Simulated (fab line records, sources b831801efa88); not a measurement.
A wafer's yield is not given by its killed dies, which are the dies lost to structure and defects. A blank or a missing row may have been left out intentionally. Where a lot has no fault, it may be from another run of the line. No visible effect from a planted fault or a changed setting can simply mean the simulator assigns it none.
Chamber matching -- flow gf180mcu -- cmp-02 running GF_V4_CMP_04: 4 sister chambers
The step polishes SiO2. 8 wafers are shown with their chamber, then 8 later ones without.

EACH WAFER AND ITS CHAMBER
wafer,chamber,motor_current_A (A),time_to_endpoint_s (s)
L706.6,2,12.3,85
L714.1,0,11.3,75
L714.4,1,9.9,78
L714.5,3,13.5,75
L715.1,3,14.7,76
L715.2,2,12.3,76
L715.3,0,11.6,83
L717.1,1,10.1,82

WAFERS WITHOUT THEIR CHAMBER
wafer,motor_current_A (A),time_to_endpoint_s (s)
L717.2,11.9,85
L717.6,12.3,85
L719.1,12.8,82
L719.2,10.8,80
L719.3,12.2,87
L720.1,11.8,86
L720.2,14.8,85
L720.4,10.4,89

WHICH CHAMBER EACH WENT THROUGH
wafer,from the rows above,in truth
L717.2,can't be placed: 2 or 0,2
L717.6,can't be placed: 2 or 0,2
L719.1,can't be placed: 2 or 0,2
L719.2,can't be placed: 0 or 1 or 2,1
L719.3,can't be placed: 2 or 0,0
L720.1,can't be placed: 2 or 0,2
L720.2,3,3
L720.4,can't be placed: 1 or 0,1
Placed correctly: 1 of 8. These rows do not allow placing 7 (true chamber among the candidates in 7). Placed wrongly: 0.
How it was worked out, from the rows above alone: a wafer's distance from a chamber is the root of the sum, over the readings, of the square of ((its reading less the chamber's mean) divided by the reading's scatter). The wafer belongs to the nearest chamber; if the next one is less than 2 further off, it can't be placed. A chamber's mean is the mean of its shown wafers. How the scatter is found: for the shown wafers, subtract from each reading the mean of its chamber, square and add these, divide the total by (wafers less chambers), then take the root.
